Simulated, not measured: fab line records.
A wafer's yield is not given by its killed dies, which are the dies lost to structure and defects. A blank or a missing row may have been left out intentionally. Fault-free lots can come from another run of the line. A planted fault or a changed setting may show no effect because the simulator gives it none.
Which tool is to blame?    flow gf180mcu    Sampling: 14 lots, 42 wafers, 2 of 602 route steps

== WHAT EACH GAUGE READ, for each wafer ==
GF_V1_THK_MEAS_25: measures by xrf. Usual: V1_W_THK 338 nm, standard deviation 6.2.
lot   measured      on            V1_W_THK (nm)  flag
L244  day 18 04:01  filmMetro-03  346 333 334    
L245  day 18 16:44  filmMetro-01  335 342 337    
L246  day 19 03:11  filmMetro-03  338 339 333    
L249  day 20 10:26  filmMetro-01  339 342 331    
L251  day 21 03:03  filmMetro-01  330 338 331    
L254  day 22 06:54  filmMetro-03  347 340 347    
L256  day 23 03:34  filmMetro-03  349 347 345    
L257  day 23 05:43  filmMetro-01  329 341 332    
L258  day 23 14:42  filmMetro-03  339 343 343    
L260  day 24 07:58  filmMetro-01  338 337 333    
L262  day 25 00:02  filmMetro-02  348 345 334    
L263  day 25 08:04  filmMetro-02  339 340 338    
L264  day 25 10:57  filmMetro-03  340 339 343    
L266  day 26 03:52  filmMetro-01  327 331 332    

== WHAT TOOL EACH LOT RAN ON (gives the tool, then ch and the chambers of the sampled wafers, and finally the start) ==
lot   GF_V1_SPUTTER_22
L244  pvdSputter-04, day 18 03:44
L245  pvdSputter-04, day 18 16:28
L246  pvdSputter-02, day 19 02:54
L249  pvdSputter-02, day 20 10:10
L251  pvdSputter-04, day 21 02:47
L254  pvdSputter-04, day 22 06:37
L256  pvdSputter-03, day 23 03:17
L257  pvdSputter-04, day 23 05:26
L258  pvdSputter-02, day 23 14:26
L260  pvdSputter-02, day 24 07:41
L262  pvdSputter-04, day 24 23:44
L263  pvdSputter-04, day 25 07:47
L264  pvdSputter-04, day 25 10:39
L266  pvdSputter-03, day 26 03:35
- GF_V1_SPUTTER_22: material TiN, target thk 10 nm, time 40 s.

== AS READ BY THE TOOLS THEMSELVES (means over the sampled wafers that have a number; for cases with no such wafer, the mark the record gives instead) ==
GF_V1_SPUTTER_22. Usual: throttleValvePct 30.4 %, standard deviation 0.98.
lot   tool           throttleValvePct (%)  flag
L244  pvdSputter-04  30.7                  
L245  pvdSputter-04  30.4                  
L246  pvdSputter-02  31.4                  
L249  pvdSputter-02  30.4                  
L251  pvdSputter-04  30.5                  
L254  pvdSputter-04  30.7                  
L256  pvdSputter-03  30.3                  
L257  pvdSputter-04  30.5                  
L258  pvdSputter-02  30.8                  
L260  pvdSputter-02  31.5                  
L262  pvdSputter-04  30.4                  
L263  pvdSputter-04  30.6                  
L264  pvdSputter-04  30.3                  
L266  pvdSputter-03  30.2                  

== THE ANSWER, worked out from the rows above alone ==
Rule: lot off if the mean of its wafers having a number is beyond 3 standard deviations from the usual mean. Also off: a lot with no number at a reading for which 4 or more lots have one. All remaining lots with rows at the step are treated as sound. Order of review: gauges by route order, followed by the tools' own readings, for which a lot's mean as printed above is used. At the first step where some lot is off, the reading lying furthest off is the one used; lots without a number count as furthest.
Across all readings shown, no lot is off: no conclusion can be drawn from this.

== WHAT WAS PUT IN BY THE SIMULATOR ==
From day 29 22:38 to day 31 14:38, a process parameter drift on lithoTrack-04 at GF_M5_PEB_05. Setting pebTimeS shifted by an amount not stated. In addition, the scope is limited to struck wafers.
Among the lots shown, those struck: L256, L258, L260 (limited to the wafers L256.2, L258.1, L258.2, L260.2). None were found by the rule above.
